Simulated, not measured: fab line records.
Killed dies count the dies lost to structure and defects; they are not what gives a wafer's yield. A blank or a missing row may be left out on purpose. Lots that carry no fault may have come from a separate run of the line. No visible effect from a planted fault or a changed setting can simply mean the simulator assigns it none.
Which tool was responsible? :: flow sky130 :: Sampling: 10 lots, 30 wafers, 3 of 708 route steps

WHAT THE GAUGES READ, wafer by wafer
SKY_LI_CONTACT_THK_MEAS_23: measures by xrf.
lot: L537
measured: day 28 23:33
on: film_metro-04
LI_CONTACT_W_THK (nm): 387 387 388

lot: L538
measured: day 29 11:07
on: film_metro-03
LI_CONTACT_W_THK (nm): 399 401 396

lot: L545
measured: day 31 19:02
on: film_metro-02
LI_CONTACT_W_THK (nm): 379 381 375

lot: L550
measured: day 33 18:25
on: film_metro-03
LI_CONTACT_W_THK (nm): 389 389 386

lot: L553
measured: day 34 08:19
on: film_metro-03
LI_CONTACT_W_THK (nm): 391 389 391

lot: L554
measured: day 34 16:44
on: film_metro-03
LI_CONTACT_W_THK (nm): 384 384 384

lot: L556
measured: day 35 04:52
on: film_metro-03
LI_CONTACT_W_THK (nm): 393 401 396

lot: L557
measured: day 35 11:05
on: film_metro-03
LI_CONTACT_W_THK (nm): 393 393 403

lot: L559
measured: day 36 05:23
on: film_metro-03
LI_CONTACT_W_THK (nm): 385 391 384

lot: L560
measured: day 36 14:26
on: film_metro-03
LI_CONTACT_W_THK (nm): 399 393 397

WHAT TOOL EACH LOT RAN ON (gives the tool, then ch and the chambers of the sampled wafers, and finally the start)
lot: L537
SKY_POLY_CUT_ETCH_10: rie_diel-02 ch 2,3, day 24 01:01
SKY_SD_N_STRIP_11: plasma_asher-03 ch 0,1, day 27 17:17

lot: L538
SKY_POLY_CUT_ETCH_10: rie_diel-02 ch 1,2, day 24 12:35
SKY_SD_N_STRIP_11: plasma_asher-02 ch 0,1, day 28 04:37

lot: L545
SKY_POLY_CUT_ETCH_10: rie_diel-04 ch 0,2,3, day 27 00:02
SKY_SD_N_STRIP_11: plasma_asher-02 ch 0, day 30 13:31

lot: L550
SKY_POLY_CUT_ETCH_10: rie_diel-03 ch 0,1,2, day 28 22:22
SKY_SD_N_STRIP_11: plasma_asher-03 ch 0,1, day 32 14:06

lot: L553
SKY_POLY_CUT_ETCH_10: rie_diel-02 ch 2,3, day 29 20:22
SKY_SD_N_STRIP_11: plasma_asher-03 ch 0,1, day 33 05:01

lot: L554
SKY_POLY_CUT_ETCH_10: rie_diel-03 ch 0,2,3, day 30 05:13
SKY_SD_N_STRIP_11: plasma_asher-03 ch 0,1, day 33 13:55

lot: L556
SKY_POLY_CUT_ETCH_10: rie_diel-03 ch 0,2,3, day 30 16:01
SKY_SD_N_STRIP_11: plasma_asher-01 ch 0,1, day 34 00:44

lot: L557
SKY_POLY_CUT_ETCH_10: rie_diel-03 ch 2,3, day 30 20:59
SKY_SD_N_STRIP_11: plasma_asher-02 ch 0,1, day 34 05:43

lot: L559
SKY_POLY_CUT_ETCH_10: rie_diel-02 ch 0,2,3, day 31 16:29
SKY_SD_N_STRIP_11: plasma_asher-01 ch 0,1, day 35 00:49

lot: L560
SKY_POLY_CUT_ETCH_10: rie_diel-03 ch 0,1,3, day 32 02:38
SKY_SD_N_STRIP_11: plasma_asher-02 ch 0,1, day 35 09:20
- SKY_POLY_CUT_ETCH_10: etches BARC in N2/H2, stops on SiO2, time 45.9 s, target depth 60 nm.
- SKY_SD_N_STRIP_11: strips in O2/N2.

THE ANSWER, worked out from the rows above alone
Rule: usual is defined by the lots themselves. The widest of any qualifying gaps counts: lots, ordered by their means at a reading, are off when they make up no more than a third of the lots, leave a main group of 4 or more, and stand apart from it by 3 or more times the standard deviation of that group's means. Not used: any main group whose means are identical at the precision the tables above print for the reading. A lot without any number at a reading at which 4 lots or more have one is off too. All remaining lots with rows at the step are treated as sound.
No lot is off at any reading shown: from this, nothing can be told.

WHAT THE SIMULATOR PUT IN
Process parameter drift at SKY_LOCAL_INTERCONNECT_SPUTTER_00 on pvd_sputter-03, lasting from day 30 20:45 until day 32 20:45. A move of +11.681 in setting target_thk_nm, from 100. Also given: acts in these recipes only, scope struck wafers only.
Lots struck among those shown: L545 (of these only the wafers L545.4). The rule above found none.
